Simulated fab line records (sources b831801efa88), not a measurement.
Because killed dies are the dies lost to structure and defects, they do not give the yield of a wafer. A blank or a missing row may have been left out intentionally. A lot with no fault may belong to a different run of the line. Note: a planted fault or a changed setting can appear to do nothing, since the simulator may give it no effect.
Which tool did it?	flow sky130	6 lots with 18 wafers sampled at 4 steps, on a route of 708 steps

## WHAT THE GAUGES SHOWED, per wafer
SKY_CAPM_THK_MEAS_01.
lot	measured	on	CAPM_CVD_00_THK (nm)
L233	day 37 04:46	film metro-03	15.59 15.62 15.75
L236	day 39 04:22	film metro-04	15.70 15.88 15.66
L239	day 39 09:19	film metro-04	15.52 15.50 15.78
L241	day 39 15:05	film metro-03	15.20 15.59 15.71
L249	day 42 00:17	film metro-02	15.45 15.52 15.94
L252	day 42 17:19	film metro-03	15.46 15.42 15.75

## TOOL THAT RAN EACH LOT (tool first, then ch and the chambers of the sampled wafers, then the start)
lot	SKY_VIA2_CMP_02	SKY_METAL3_SPUTTER_02	SKY_CAPM_CVD_00
L233	cmp-01 ch 0,1,3, day 36 01:20	pvd sputter-01, day 37 04:37	pecvd-04 ch 0,1,2, day 37 04:43
L236	cmp-01 ch 0,2,3, day 38 01:44	pvd sputter-03, day 39 04:14	pecvd-02 ch 0,2, day 39 04:20
L239	cmp-01 ch 0,1,2, day 38 05:53	pvd sputter-01, day 39 09:10	pecvd-02 ch 1,2, day 39 09:16
L241	cmp-01 ch 2,3, day 38 11:41	pvd sputter-01, day 39 14:56	pecvd-04 ch 1,2, day 39 15:02
L249	cmp-01 ch 1,2,3, day 40 22:14	pvd sputter-03, day 42 00:08	pecvd-03 ch 0,2, day 42 00:14
L252	cmp-01 ch 0,2,3, day 41 16:30	pvd sputter-02, day 42 17:11	pecvd-03 ch 1,2, day 42 17:17
- SKY_VIA2_CMP_02: polishes SiO2.
- SKY_METAL3_SPUTTER_02: material AlCu, target thk 735 nm, time 39.1 s.
- SKY_CAPM_CVD_00: deposits SiO2, target thk 15.5 nm.

## THE ANSWER, worked out from the rows above alone
Rule: the lots themselves supply what counts as usual. Put in order of their means at a reading, lots are off if they are a third of the lots or fewer, leave a main group of 4 or more, and stand apart from it by a gap of 3 or more times the standard deviation of the main group's means; of several such gaps the widest counts. The tables above print the reading to a certain number of digits; a main group whose means all agree to those digits is not used. A lot without any number at a reading at which 4 lots or more have one is off too. Where the step has rows for the other lots, those lots are counted as sound.
No lot is off at any reading shown: from this, nothing can be told.

## WHAT THE SIMULATOR HAD INSERTED
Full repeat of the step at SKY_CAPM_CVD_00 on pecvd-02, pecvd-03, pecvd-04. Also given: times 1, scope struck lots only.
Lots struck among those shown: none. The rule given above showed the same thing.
